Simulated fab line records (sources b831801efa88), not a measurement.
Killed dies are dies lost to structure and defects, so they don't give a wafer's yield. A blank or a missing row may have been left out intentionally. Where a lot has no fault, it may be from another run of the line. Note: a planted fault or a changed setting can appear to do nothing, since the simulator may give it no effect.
One fault through the eyes of 2 desks || flow sky130 || every desk sees just its own numbers, and what lay behind them comes last

## DESK OF THE TOOL OWNER: litho_track-04
The tool's own readings at SKY_POLY_CUT_DEVELOP_07 (develop time 60 s): means of the sampled wafers that have a number, for each lot that ran on this tool. Marked OUT: a lot whose mean sits more than 4 standard deviations from the usual mean, which makes it out of limits; the brackets give that distance.
Columns: A = exhaust_pa at SKY_POLY_CUT_DEVELOP_07, usual 45.0 Pa
{"lot": "L811", "first seen here": "day 26 12:00", "A": 44.3}
{"lot": "L816", "first seen here": "day 27 22:00", "A": 44.2}
{"lot": "L819", "first seen here": "day 29 02:00", "A": 44.3}
{"lot": "L820", "first seen here": "day 29 07:00", "A": 44.4}
{"lot": "L824", "first seen here": "day 30 18:00", "A": 44.2}
This desk found nothing out of limits on any of the 5 lots.

## THE METROLOGY DESK
What the gauges read for every lot (on any tool): the sampled wafers with a number, averaged. Marked OUT: a lot whose mean sits more than 4 standard deviations from the usual mean, which makes it out of limits; the brackets give that distance.
Columns: A = cd_nm at SKY_POLY_CUT_CD_MEAS_08, usual 270.5 nm; B = cd_nm at SKY_SD_N_CD_MEAS_07, usual 380.6 nm; C = CONTACT_OVL at SKY_CONTACT_OVL_MEAS_15, usual -1 nm
{"lot": "L806", "first seen here": "day 24 15:08", "A": 270.5, "B": 382.9, "C": 4}
{"lot": "L807", "first seen here": "day 24 19:59", "A": 268.6, "B": 378.5, "C": -3}
{"lot": "L808", "first seen here": "day 25 15:28", "A": 269.3, "B": 378.1, "C": 3}
{"lot": "L811", "first seen here": "day 26 12:44", "A": 269.1, "B": 382.8, "C": -2}
{"lot": "L812", "first seen here": "day 26 22:38", "A": 273.1, "B": 377.3, "C": -4}
{"lot": "L814", "first seen here": "day 27 13:22", "A": 272.6, "B": 381.8, "C": 11}
{"lot": "L815", "first seen here": "day 27 20:28", "A": 269.0, "B": 380.5, "C": 8}
{"lot": "L816", "first seen here": "day 27 22:35", "A": 269.0, "B": 380.6, "C": -2}
{"lot": "L819", "first seen here": "day 29 02:16", "A": 270.3, "B": 381.3, "C": -9}
{"lot": "L820", "first seen here": "day 29 07:51", "A": 264.5, "B": 378.7, "C": -2}
{"lot": "L823", "first seen here": "day 30 06:59", "A": 269.4, "B": 375.8, "C": -5}
{"lot": "L824", "first seen here": "day 30 18:53", "A": 265.9, "B": 381.7, "C": 2}
{"lot": "L829", "first seen here": "day 31 21:52", "A": 267.8, "B": 383.8, "C": -16}
This desk found nothing out of limits on any of the 13 lots.

## BROUGHT TOGETHER
The tool owner's desk saw nothing out of limits.
From the metrology desk's view, nothing was out of limits.

## WHAT THE SIMULATOR PUT IN
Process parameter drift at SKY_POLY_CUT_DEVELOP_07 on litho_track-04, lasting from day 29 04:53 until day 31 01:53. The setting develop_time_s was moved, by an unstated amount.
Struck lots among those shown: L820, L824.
